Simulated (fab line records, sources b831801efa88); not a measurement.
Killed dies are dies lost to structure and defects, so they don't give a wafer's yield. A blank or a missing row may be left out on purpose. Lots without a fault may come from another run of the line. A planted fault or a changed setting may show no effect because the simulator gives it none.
Which tool did it? | flow sky130 | 14 lots, 42 wafers sampled, at 3 steps of a route of 708

WHAT THE GAUGES READ, wafer by wafer
The record holds no reading of a measuring or inspecting step that can be judged against a usual standard deviation.

WHICH TOOL RAN EACH LOT (tool, then ch and the chambers of the sampled wafers, then the start)
lot  | SKY_LDD_N_IMPLANT_09            | SKY_LDD_N_STRIP_16                   | SKY_PAD_OPEN_PROBE_99
L365 | implanter-03 ch 0, day 18 01:17 | plasma_asher-03 ch 0,1, day 18 02:18 | -
L367 | implanter-03 ch 0, day 18 10:53 | plasma_asher-03 ch 0,1, day 18 11:55 | -
L366 | implanter-03 ch 0, day 18 13:51 | plasma_asher-01 ch 0,1, day 18 14:54 | -
L368 | implanter-03 ch 0, day 19 06:38 | plasma_asher-03 ch 0,1, day 19 07:41 | -
L372 | implanter-04 ch 0, day 20 20:24 | plasma_asher-01 ch 0,1, day 20 21:27 | -
L374 | implanter-03 ch 0, day 21 02:05 | plasma_asher-04 ch 0,1, day 21 03:08 | -
L375 | implanter-03 ch 0, day 21 18:33 | plasma_asher-04 ch 0,1, day 21 19:36 | -
L378 | implanter-04 ch 0, day 22 17:03 | plasma_asher-01 ch 0,1, day 22 18:05 | -
L379 | implanter-04 ch 0, day 23 10:11 | plasma_asher-04 ch 0,1, day 23 11:12 | -
L382 | implanter-01 ch 0, day 24 07:22 | plasma_asher-01 ch 0,1, day 24 08:23 | prober-02, day 50 14:47
L384 | implanter-04 ch 0, day 24 14:08 | plasma_asher-01 ch 0,1, day 24 15:11 | -
L386 | implanter-01 ch 0, day 25 16:59 | plasma_asher-03 ch 0,1, day 25 18:02 | -
L387 | implanter-03 ch 0, day 25 20:35 | plasma_asher-04 ch 0,1, day 25 21:37 | -
L388 | implanter-04 ch 0, day 26 06:24 | plasma_asher-03 ch 0,1, day 26 07:27 | -
- SKY_LDD_N_IMPLANT_09
- SKY_LDD_N_STRIP_16: strips in O2/N2.
- SKY_PAD_OPEN_PROBE_99

WHAT THE TOOLS THEMSELVES READ (means of the sampled wafers that have a number; where no wafer has one, the mark that the record gives instead)
SKY_LDD_N_IMPLANT_09.
lot  | tool         | dose_ions_cm2 | faraday_current_uA
L365 | implanter-03 | 7.501e+13     | 427
L367 | implanter-03 | 7.499e+13     | 422
L366 | implanter-03 | 7.507e+13     | 428
L368 | implanter-03 | 7.501e+13     | 423
L372 | implanter-04 | 7.506e+13     | 425
L374 | implanter-03 | 9.366e+13     | 516
L375 | implanter-03 | 9.371e+13     | 542
L378 | implanter-04 | 7.497e+13     | 424
L379 | implanter-04 | 7.505e+13     | 408
L382 | implanter-01 | 7.505e+13     | 434
L384 | implanter-04 | 7.499e+13     | 412
L386 | implanter-01 | 7.504e+13     | 422
L387 | implanter-03 | 7.508e+13     | 417
L388 | implanter-04 | 7.494e+13     | 423

SKY_LDD_N_STRIP_16.
lot  | tool            | drypump_motor_current_A (A) | o2_flow_sccm (sccm) | oes_product_au (a.u.) | strip_time_to_endpoint_s (s)
L365 | plasma_asher-03 | 5.3                         | 3013                | 0.407                 | 4.284
L367 | plasma_asher-03 | 5.3                         | 2998                | 0.405                 | 4.314
L366 | plasma_asher-01 | 6.1                         | 3005                | 0.409                 | 4.288
L368 | plasma_asher-03 | 5.3                         | 2991                | 0.410                 | 4.309
L372 | plasma_asher-01 | 6.2                         | 2991                | 0.409                 | 4.319
L374 | plasma_asher-04 | 5.5                         | 3005                | 0.406                 | 4.363
L375 | plasma_asher-04 | 5.6                         | 3004                | 0.401                 | 4.365
L378 | plasma_asher-01 | 6.2                         | 2999                | 0.407                 | 4.321
L379 | plasma_asher-04 | 5.6                         | 2997                | 0.405                 | 4.309
L382 | plasma_asher-01 | 6.2                         | 3003                | 0.403                 | 4.312
L384 | plasma_asher-01 | 5.7                         | 3001                | 0.405                 | 4.302
L386 | plasma_asher-03 | 5.3                         | 2994                | 0.410                 | 4.327
L387 | plasma_asher-04 | 5.6                         | 2999                | 0.404                 | 4.304
L388 | plasma_asher-03 | 5.3                         | 3004                | 0.408                 | 4.319

SKY_PAD_OPEN_PROBE_99.
lot  | tool      | killed_at_M0_to_M3 | killed_at_M4_up | killed_at_contacts | killed_at_front_end | killed_at_other | killed_dies | killed_open | killed_short
L382 | prober-02 | 49                 | 2.3             | 17                 | 9                   | 0.7             | 78          | 40          | 38

THE ANSWER, worked out from the rows above alone
Rule: what is usual is taken from the lots themselves. Put in order of their means at a reading, lots are off if they are a third of the lots or fewer, leave a main group of 4 or more, and stand apart from it by a gap of 3 or more times the standard deviation of the main group's means; of several such gaps the widest counts. A main group whose means are all the same, to the digits that the tables above print for the reading, isn't used. A lot without any number at a reading at which 4 lots or more have one is off too. The other lots that the step has rows for count as sound. The gauges are gone through in route order, then the tools' own readings, and for those a lot's mean is taken as printed above. The first step at which some lot is off is used, and at that step the reading that is off furthest; a lot without a number counts as furthest.
Off: L374, L375, at SKY_LDD_N_IMPLANT_09 (dose_ions_cm2). The main group: mean 7.502e+13, standard deviation 4.2e+10.
A tool fits if, at that step or a process step before it, it ran every lot that is off, and no sound lot after the first of them. None of those tried fits.

WHAT THE SIMULATOR HAD PUT IN
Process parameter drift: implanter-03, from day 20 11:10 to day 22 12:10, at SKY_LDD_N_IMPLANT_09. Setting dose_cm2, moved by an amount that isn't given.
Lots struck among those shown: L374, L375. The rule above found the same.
